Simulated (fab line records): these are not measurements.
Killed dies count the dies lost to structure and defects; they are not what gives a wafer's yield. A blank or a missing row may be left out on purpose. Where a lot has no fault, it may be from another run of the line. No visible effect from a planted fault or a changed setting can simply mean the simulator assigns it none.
Which of the tools did it? || flow gf180mcu || 11 lots, 33 wafers sampled, at 4 steps of a route of 602

== WHAT THE GAUGES SHOWED, per wafer ==
GF_HV_LDD_TW_MEAS_23.
{"lot": "L961", "measured": "day 10 22:48", "on": "filmMetro-04", "HV_LDD_2_TW": "1056 1055 1050"}
{"lot": "L964", "measured": "day 11 11:59", "on": "filmMetro-04", "HV_LDD_2_TW": "1060 1067 1057"}
{"lot": "L965", "measured": "day 11 16:26", "on": "filmMetro-01", "HV_LDD_2_TW": "1068 1068 1071"}
{"lot": "L968", "measured": "day 13 06:37", "on": "filmMetro-03", "HV_LDD_2_TW": "1072 1064 1066"}
{"lot": "L971", "measured": "day 14 12:41", "on": "filmMetro-04", "HV_LDD_2_TW": "30 30 30"}
{"lot": "L973", "measured": "day 14 15:35", "on": "filmMetro-03", "HV_LDD_2_TW": "30 30 30"}
{"lot": "L974", "measured": "day 14 23:20", "on": "filmMetro-03", "HV_LDD_2_TW": "30 30 30"}
{"lot": "L980", "measured": "day 16 22:32", "on": "filmMetro-01", "HV_LDD_2_TW": "1069 1066 1067"}
{"lot": "L981", "measured": "day 17 09:32", "on": "filmMetro-03", "HV_LDD_2_TW": "1059 1062 1053"}
{"lot": "L982", "measured": "day 17 20:29", "on": "filmMetro-01", "HV_LDD_2_TW": "1065 1064 1062"}
{"lot": "L983", "measured": "day 17 20:04", "on": "filmMetro-01", "HV_LDD_2_TW": "1062 1058 1062"}

== WHAT TOOL EACH LOT RAN ON (gives the tool, then ch and the chambers of the sampled wafers, and finally the start) ==
{"lot": "L961", "GF_DNWELL_STRIP_08": "plasmaAsher-03 ch 0,1, day 2 23:34", "GF_HV_LDD_STRIP_10": "plasmaAsher-01 ch 0,1, day 10 04:41", "GF_HV_LDD_STRIP_22": "plasmaAsher-03 ch 0,1, day 10 22:43"}
{"lot": "L964", "GF_DNWELL_STRIP_08": "plasmaAsher-01 ch 0,1, day 3 10:45", "GF_HV_LDD_STRIP_10": "plasmaAsher-01 ch 0,1, day 10 17:39", "GF_HV_LDD_STRIP_22": "plasmaAsher-03 ch 0,1, day 11 11:53"}
{"lot": "L965", "GF_DNWELL_STRIP_08": "plasmaAsher-03 ch 0,1, day 3 15:32", "GF_HV_LDD_STRIP_10": "plasmaAsher-02 ch 0, day 10 21:39", "GF_HV_LDD_STRIP_22": "plasmaAsher-01 ch 0,1, day 11 16:20"}
{"lot": "L968", "GF_DNWELL_STRIP_08": "plasmaAsher-03 ch 0,1, day 4 15:56", "GF_HV_LDD_STRIP_10": "plasmaAsher-03 ch 0,1, day 12 10:47", "GF_HV_LDD_STRIP_22": "plasmaAsher-01 ch 0,1, day 13 06:30"}
{"lot": "L971", "GF_DNWELL_STRIP_08": "plasmaAsher-02 ch 0,1, day 5 11:15", "GF_HV_LDD_STRIP_10": "plasmaAsher-02 ch 0,1, day 13 15:39", "GF_HV_LDD_STRIP_22": "plasmaAsher-03 ch 0, day 14 12:35"}
{"lot": "L973", "GF_DNWELL_STRIP_08": "plasmaAsher-01 ch 0,1, day 5 15:41", "GF_HV_LDD_STRIP_10": "plasmaAsher-02 ch 0,1, day 13 18:35", "GF_HV_LDD_STRIP_22": "plasmaAsher-02 ch 0,1, day 14 15:29"}
{"lot": "L974", "GF_DNWELL_STRIP_08": "plasmaAsher-03 ch 0,1, day 5 21:00", "GF_HV_LDD_STRIP_10": "plasmaAsher-03 ch 0,1, day 14 01:59", "GF_HV_LDD_STRIP_22": "plasmaAsher-02 ch 0,1, day 14 23:14"}
{"lot": "L980", "GF_DNWELL_STRIP_08": "plasmaAsher-02 ch 0,1, day 7 05:32", "GF_HV_LDD_STRIP_10": "plasmaAsher-02 ch 0,1, day 16 00:08", "GF_HV_LDD_STRIP_22": "plasmaAsher-02 ch 0,1, day 16 22:26"}
{"lot": "L981", "GF_DNWELL_STRIP_08": "plasmaAsher-03 ch 0,1, day 7 12:10", "GF_HV_LDD_STRIP_10": "plasmaAsher-02 ch 0,1, day 16 10:27", "GF_HV_LDD_STRIP_22": "plasmaAsher-02 ch 0,1, day 17 09:26"}
{"lot": "L982", "GF_DNWELL_STRIP_08": "plasmaAsher-01 ch 0,1, day 7 19:17", "GF_HV_LDD_STRIP_10": "plasmaAsher-02 ch 0,1, day 16 20:42", "GF_HV_LDD_STRIP_22": "plasmaAsher-01 ch 0, day 17 20:23"}
{"lot": "L983", "GF_DNWELL_STRIP_08": "plasmaAsher-02 ch 0,1, day 7 20:11", "GF_HV_LDD_STRIP_10": "plasmaAsher-03 ch 0,1, day 16 20:40", "GF_HV_LDD_STRIP_22": "plasmaAsher-01 ch 0,1, day 17 19:59"}
- GF_DNWELL_STRIP_08: strips in O2/N2.
- GF_HV_LDD_STRIP_10: strips in O2/N2.
- GF_HV_LDD_STRIP_22: strips in O2/N2.

== THE ANSWER, worked out from the rows above alone ==
Rule: the usual values come from the lots themselves. The widest of any qualifying gaps counts: lots, ordered by their means at a reading, are off when they make up no more than a third of the lots, leave a main group of 4 or more, and stand apart from it by 3 or more times the standard deviation of that group's means. Not used: any main group whose means are identical at the precision the tables above print for the reading. A lot without any number at a reading at which 4 lots or more have one is off too. The other lots that the step has rows for count as sound.
Off: L971, L973, L974, at GF_HV_LDD_TW_MEAS_23 (HV_LDD_2_TW). The main group has a mean of 1063 with a standard deviation of 4.9.
A tool fits if, at a process step before that reading, it ran every lot that is off, and no sound lot after the first of them. Those tools and the gauges at GF_HV_LDD_TW_MEAS_23 are tried in the same way. No candidate that was tried fits.

== WHAT WAS PUT IN BY THE SIMULATOR ==
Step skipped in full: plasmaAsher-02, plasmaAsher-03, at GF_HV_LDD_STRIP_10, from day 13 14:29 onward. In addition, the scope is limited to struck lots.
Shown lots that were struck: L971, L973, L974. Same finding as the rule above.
